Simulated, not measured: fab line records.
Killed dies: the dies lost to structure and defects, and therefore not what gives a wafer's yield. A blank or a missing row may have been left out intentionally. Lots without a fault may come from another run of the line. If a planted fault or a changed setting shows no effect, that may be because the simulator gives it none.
Struck lot and sound lot, side by side || flow sky130 || 14 steps out of a route of 708
Sound: wafers L383.2, L383.4, L383.6. The struck wafers were L395.1, L395.3, L395.6. The cause is given at the end.
At each step with rows: each side's tool, then ch and its chambers, then its first start. Under that, the readings that differ: sound wafers || struck wafers || difference of the means || sigmas: that difference in standard deviations of wafers without a fault.
alike: readings whose means differ by less than 2 such deviations, and words and numbers that are the same on both sides. not compared: withheld readings, readings that some wafer has no value for, bounds like >300 that may hide the same value, and numbers for which the record gives no deviation and whose values overlap.
The two part at a step that has a row with sigmas, a row that says differs or no value, or rows on one side only. When numbers do not overlap yet have no deviation, they are printed without sigmas and do not part them. Lack of a reading on every wafer of one side parts them only where that side has two or more wafers.

SKY_METAL1_SPUTTER_01: material TiN, target thk 20 nm, time 16.7 s.
  sound: pvd_sputter-01 at day 32 22:45; struck: pvd_sputter-03 at day 36 17:34
  alike: chamber_pressure_pa, throttle_valve_pct
SKY_METAL1_SPUTTER_02: material AlCu, target thk 250 nm, time 13.3 s.
  sound: pvd_sputter-01 at day 32 22:46; struck: pvd_sputter-03 at day 36 17:36
  alike: chamber_pressure_pa, throttle_valve_pct
SKY_METAL1_SPUTTER_03: material Ti, target thk 5 nm, time 3.3 s.
  sound: pvd_sputter-01 at day 32 22:48; struck: pvd_sputter-03 at day 36 17:37
  alike: chamber_pressure_pa, throttle_valve_pct
SKY_METAL1_SPUTTER_04: material TiN, target thk 70 nm, time 58.3 s.
  sound: pvd_sputter-01 at day 32 22:49; struck: pvd_sputter-03 at day 36 17:38
  alike: chamber_pressure_pa, throttle_valve_pct
SKY_METAL1_RS_MEAS_05: uses a four-point probe to measure.
  sound: film_metro-02 at day 32 22:53; struck: film_metro-01 at day 36 17:41
  alike: METAL1_ALCU_RS
SKY_METAL1_THK_MEAS_06: measures by xrf.
  sound: film_metro-02 at day 32 22:59; struck: film_metro-01 at day 36 17:49
  alike: METAL1_ALCU_THK
then, 6 steps without rows for these wafers: SKY_METAL1_DEHYDRATE_07 (time 60 s); SKY_METAL1_HMDS_08 (prime time 60 s); SKY_METAL1_COAT_09 (resist thk 60 nm); SKY_METAL1_COAT_10 (resist thk 450 nm); SKY_METAL1_SOFTBAKE_11 (time 90 s); SKY_METAL1_EXPOSE_12 (exposes mask MM1, target cd 140 nm).
SKY_METAL1_PEB_13:
  sound on litho_track-03 ch 0, day 34 01:00; struck on litho_track-03, day 37 19:00
{"reading": "exhaust_pa (Pa)", "sound": "45.2 44.8 43.6", "struck": "- - -", "difference": "no value on the struck wafers", "sigmas": ""}
  not compared: chill_plate_temp_C, resist_line_temp_C
then, 1 step without rows for these wafers: SKY_METAL1_DEVELOP_14 (develop time 60 s).

## WHERE THEY PART
At SKY_METAL1_PEB_13 and nowhere else, as far as this record goes.

WHY: what the simulator had put in
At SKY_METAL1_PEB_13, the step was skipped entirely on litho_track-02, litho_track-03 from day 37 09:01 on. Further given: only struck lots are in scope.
